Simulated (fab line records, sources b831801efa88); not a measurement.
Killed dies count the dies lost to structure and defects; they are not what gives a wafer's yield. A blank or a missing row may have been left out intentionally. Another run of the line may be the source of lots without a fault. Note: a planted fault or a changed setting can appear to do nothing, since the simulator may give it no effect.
Which tool is to blame?    flow gf180mcu    Sampling: 6 lots, 18 wafers, 2 of 602 route steps

## WHAT THE GAUGES READ, wafer by wafer
GF_VT_IMPLANT_RS_MEAS_47: a four-point-probe measurement.
lot   measured      on            NWELL_RS (ohm/sq)
L625  day 8 17:28   filmMetro-01  488.3 488.9 490.1
L627  day 9 08:11   filmMetro-01  488.4 487.8 488.2
L630  day 10 09:22  filmMetro-02  486.8 488.4 487.2
L634  day 11 04:34  filmMetro-02  487.0 488.1 489.9
L636  day 11 20:04  filmMetro-03  489.2 489.8 490.4
L643  day 13 14:38  filmMetro-02  496.9 495.5 495.9 496.9 494.8 495.5

## WHICH TOOL RAN EACH LOT (tool, then ch and the chambers of the sampled wafers, then the start)
lot   GF_NWELL_IMPLANT_08
L625  implanter-02 ch 0, day 4 04:56
L627  implanter-02 ch 0, day 4 18:48
L630  implanter-04 ch 0, day 5 14:26
L634  implanter-01 ch 0, day 6 07:05
L636  implanter-04 ch 0, day 6 18:23
L643  implanter-02 ch 0, day 8 07:26
- GF_NWELL_IMPLANT_08

## THE ANSWER, worked out from the rows above alone
Rule: the lots themselves supply what counts as usual. Put in order of their means at a reading, lots are off if they are a third of the lots or fewer, leave a main group of 4 or more, and stand apart from it by a gap of 3 or more times the standard deviation of the main group's means; of several such gaps the widest counts. Not used: any main group whose means are identical at the precision the tables above print for the reading. A lot without any number at a reading at which 4 lots or more have one is off too. Where the step has rows for the other lots, those lots are counted as sound.
Off: at GF_VT_IMPLANT_RS_MEAS_47 (NWELL_RS), L643. Main group: mean 488.6 ohm/sq, sd 0.81.
A tool fits if, at a process step before that reading, it ran every lot that is off, and no sound lot after the first of them. Those tools and the gauges at GF_VT_IMPLANT_RS_MEAS_47 are tried in the same way. This does not decide it: 2 tools fit, namely implanter-02 at GF_NWELL_IMPLANT_08 and filmMetro-02 at GF_VT_IMPLANT_RS_MEAS_47.

## WHAT HAD BEEN PUT IN BY THE SIMULATOR
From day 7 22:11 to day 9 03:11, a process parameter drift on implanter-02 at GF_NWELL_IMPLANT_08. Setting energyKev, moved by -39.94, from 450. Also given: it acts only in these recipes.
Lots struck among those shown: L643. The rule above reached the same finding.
